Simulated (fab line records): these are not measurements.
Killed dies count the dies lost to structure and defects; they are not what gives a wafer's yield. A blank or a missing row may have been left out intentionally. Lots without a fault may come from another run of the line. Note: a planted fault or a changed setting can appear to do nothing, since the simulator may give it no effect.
Which of the tools did it?    flow gf180mcu    11 lots with 33 wafers sampled at 7 steps, on a route of 602 steps

## WHAT THE GAUGES READ, wafer by wafer
GF_HV_LDD_OVL_MEAS_47.
lot   measured      on          HV_LDD_03_OVL (nm)
L527  day 12 08:14  overlay-01  -1.3 -2.2 -1.4
L529  day 12 22:26  overlay-02  2.2 2.9 0.0
L531  day 13 14:44  overlay-02  -0.2 0.1 -0.9
L533  day 14 10:14  overlay-02  0.7 -0.7 -1.4
L535  day 14 22:14  overlay-01  -0.2 0.3 -1.1
L537  day 15 18:36  overlay-01  0.4 -1.7 -0.4
L540  day 16 12:44  overlay-02  0.3 -1.2 -0.5
L541  day 17 00:23  overlay-02  2.6 1.7 1.8
L548  day 19 13:35  overlay-01  -0.3 -0.9 -1.1
L549  day 19 15:11  overlay-01  -3.6 -2.4 -1.8
L550  day 20 01:30  overlay-02  -2.4 -4.0 -1.6

GF_PSD_OVL_MEAS_08.
lot   measured      on          PSD_OVL (nm)
L527  day 14 03:29  overlay-02  3.5 1.8 1.9
L529  day 14 19:08  overlay-01  -2.0 -2.0 -0.1
L531  day 15 13:11  overlay-02  1.1 1.3 1.3
L533  day 16 06:17  overlay-02  1.7 1.6 -1.0
L535  day 16 19:26  overlay-01  -1.5 -1.4 -1.5
L537  day 17 18:38  overlay-01  -3.9 -1.9 -3.3
L540  day 18 14:50  overlay-01  -0.7 -0.3 -0.6
L541  day 19 03:47  overlay-02  1.1 1.5 0.4
L548  day 21 17:04  overlay-01  -0.7 -0.2 0.1
L549  day 21 19:50  overlay-01  -1.7 -2.0 -3.2
L550  day 22 05:11  overlay-01  -1.0 -0.5 -1.4

GF_PSD_TW_MEAS_11.
lot   measured      on             PSD_TW
L527  day 14 03:46  film metro-03  3161 3161 3151
L529  day 14 19:25  film metro-02  3134 3128 3126
L531  day 15 13:28  film metro-03  3180 3201 3184
L533  day 16 06:34  film metro-01  3199 3204 3210
L535  day 16 19:43  film metro-01  3199 3209 3200
L537  day 17 18:56  film metro-03  3151 3149 3157
L540  day 18 15:07  film metro-03  3278 3276 3273
L541  day 19 04:04  film metro-02  3224 3235 3242
L548  day 21 17:22  film metro-02  3166 3162 3157
L549  day 21 20:07  film metro-02  3159 3162 3154
L550  day 22 05:29  film metro-02  3150 3157 3155

GF_PSD_RS_MEAS_15: a four-point-probe measurement.
lot   measured      on             PSD_RS (ohm/sq)
L527  day 14 04:05  film metro-01  108.75 108.78 108.50
L529  day 14 19:48  film metro-02  108.10 108.00 108.23
L531  day 15 13:47  film metro-01  109.15 109.15 108.74
L533  day 16 06:53  film metro-02  108.71 108.63 108.56
L535  day 16 20:04  film metro-01  108.98 109.31 109.31
L537  day 17 19:19  film metro-02  109.16 108.75 109.04
L540  day 18 15:26  film metro-01  106.14 105.75 105.96
L541  day 19 04:23  film metro-01  105.60 105.92 105.66
L548  day 21 17:40  film metro-01  109.15 108.47 108.89
L549  day 21 20:26  film metro-01  108.89 108.50 108.71
L550  day 22 05:49  film metro-01  108.76 108.65 108.80

## EACH LOT AND THE TOOL THAT RAN IT (in order: tool; ch and the chambers of the sampled wafers; start)
lot   GF_HV_LDD_ETCHBACK_58               GF_PSD_IMPLANT_09                GF_PSD_STRIP_10
L527  rie diel-02 ch 0,1, day 12 11:24    implanter-01 ch 0, day 14 03:32  plasma asher-03 ch 0,1, day 14 03:40
L529  rie diel-03 ch 0,1,2, day 13 01:35  implanter-04 ch 0, day 14 19:11  plasma asher-01 ch 0,1, day 14 19:19
L531  rie diel-03 ch 0,1, day 13 17:53    implanter-02 ch 0, day 15 13:14  plasma asher-03 ch 0,1, day 15 13:22
L533  rie diel-02 ch 0,1,3, day 14 13:23  implanter-02 ch 0, day 16 06:20  plasma asher-03 ch 0,1, day 16 06:28
L535  rie diel-01 ch 1,2,3, day 15 01:23  implanter-02 ch 0, day 16 19:28  plasma asher-01 ch 0,1, day 16 19:37
L537  rie diel-02 ch 0,2,3, day 15 21:47  implanter-01 ch 0, day 17 18:43  plasma asher-03 ch 0,1, day 17 18:50
L540  rie diel-02 ch 0,1,3, day 16 15:53  implanter-02 ch 0, day 18 14:52  plasma asher-03 ch 0,1, day 18 15:01
L541  rie diel-03 ch 0,1,3, day 17 03:35  implanter-02 ch 0, day 19 03:49  plasma asher-02 ch 0,1, day 19 03:58
L548  rie diel-02 ch 0,1,3, day 19 16:58  implanter-02 ch 0, day 21 17:07  plasma asher-01 ch 0,1, day 21 17:16
L549  rie diel-01 ch 0,2,3, day 19 19:29  implanter-02 ch 0, day 21 19:52  plasma asher-01 ch 0,1, day 21 20:01
L550  rie diel-01 ch 0,2,3, day 20 05:09  implanter-02 ch 0, day 22 05:16  plasma asher-03 ch 0,1, day 22 05:23
- GF_HV_LDD_ETCHBACK_58: etches Si3N4 in CH3F/O2, stops on SiO2, time 100 s, target depth 90 nm.
- GF_PSD_IMPLANT_09
- GF_PSD_STRIP_10: strips in O2/N2.

## AS READ BY THE TOOLS THEMSELVES (means over the sampled wafers that have a number; for cases with no such wafer, the mark the record gives instead)
GF_HV_LDD_ETCHBACK_58.
lot   tool         O2_flow_sccm (sccm)  ch3f flow sccm (sccm)  drypump motor current A (A)  oes product au (a.u.)  throttle valve pct (%)
L527  rie diel-02  30.00                40.01                  6.1                          0.847                  10.564
L529  rie diel-03  30.03                40.10                  5.8                          0.840                  10.569
L531  rie diel-03  30.05                39.98                  5.8                          0.841                  10.562
L533  rie diel-02  29.89                40.06                  6.0                          0.846                  10.562
L535  rie diel-01  29.97                40.01                  5.8                          0.844                  10.557
L537  rie diel-02  30.08                40.08                  5.7                          0.845                  10.566
L540  rie diel-02  29.96                40.05                  5.9                          0.839                  10.567
L541  rie diel-03  29.91                40.10                  5.7                          0.835                  10.550
L548  rie diel-02  30.10                39.98                  5.9                          0.848                  10.556
L549  rie diel-01  29.96                39.93                  5.8                          0.840                  10.562
L550  rie diel-01  30.14                39.99                  5.8                          0.844                  10.554

GF_PSD_IMPLANT_09.
lot   tool          beam on s (s)  end station pressure torr (Torr)  faraday current uA
L527  implanter-01  10.01          1.16e-05                          8246
L529  implanter-04  9.98           1.18e-05                          8272
L531  implanter-02  9.84           1.14e-05                          8402
L533  implanter-02  10.06          1.16e-05                          8200
L535  implanter-02  10.26          1.18e-05                          8036
L537  implanter-01  10.11          1.14e-05                          8170
L540  implanter-02  11.75          7.07e-05                          6795
L541  implanter-02  11.79          7.15e-05                          6789
L548  implanter-02  10.01          1.14e-05                          8235
L549  implanter-02  9.98           1.20e-05                          8258
L550  implanter-02  10.14          1.16e-05                          8123

GF_PSD_STRIP_10.
lot   tool             drypump motor current A (A)  heater power w (W)  oes product au (a.u.)  strip time to endpoint s (s)
L527  plasma asher-03  5.4                          385                 0.591                  16.52
L529  plasma asher-01  5.4                          338                 0.595                  16.54
L531  plasma asher-03  5.4                          385                 0.591                  16.53
L533  plasma asher-03  5.6                          378                 0.590                  16.48
L535  plasma asher-01  5.3                          332                 0.590                  16.49
L537  plasma asher-03  5.6                          376                 0.595                  16.48
L540  plasma asher-03  5.6                          383                 0.583                  17.06
L541  plasma asher-02  5.9                          316                 0.584                  17.03
L548  plasma asher-01  5.4                          332                 0.592                  16.47
L549  plasma asher-01  5.4                          335                 0.591                  16.42
L550  plasma asher-03  5.4                          387                 0.589                  16.44

## THE ANSWER, worked out from the rows above alone
Rule: usual is defined by the lots themselves. The widest of any qualifying gaps counts: lots, ordered by their means at a reading, are off when they make up no more than a third of the lots, leave a main group of 4 or more, and stand apart from it by 3 or more times the standard deviation of that group's means. Not used: any main group whose means are identical at the precision the tables above print for the reading. A lot without any number at a reading at which 4 lots or more have one is off too. All remaining lots with rows at the step are treated as sound. First the gauges in route order, then the tools' own readings, where a lot's mean is used as printed above. The first step at which some lot is off is used, and at that step the reading that is off furthest; a lot without a number counts as furthest.
Off: at GF_PSD_RS_MEAS_15 (PSD_RS), L540, L541. The main group: mean 108.77 ohm/sq, standard deviation 0.29.
A tool fits if, at a process step before that reading, it ran every lot that is off, and no sound lot after the first of them. The gauges at GF_PSD_RS_MEAS_15 aren't tried: what is off there is off at GF_PSD_IMPLANT_09 too, on other tools, and a gauge's error can't cause that. No candidate that was tried fits.

## WHAT THE SIMULATOR PUT IN
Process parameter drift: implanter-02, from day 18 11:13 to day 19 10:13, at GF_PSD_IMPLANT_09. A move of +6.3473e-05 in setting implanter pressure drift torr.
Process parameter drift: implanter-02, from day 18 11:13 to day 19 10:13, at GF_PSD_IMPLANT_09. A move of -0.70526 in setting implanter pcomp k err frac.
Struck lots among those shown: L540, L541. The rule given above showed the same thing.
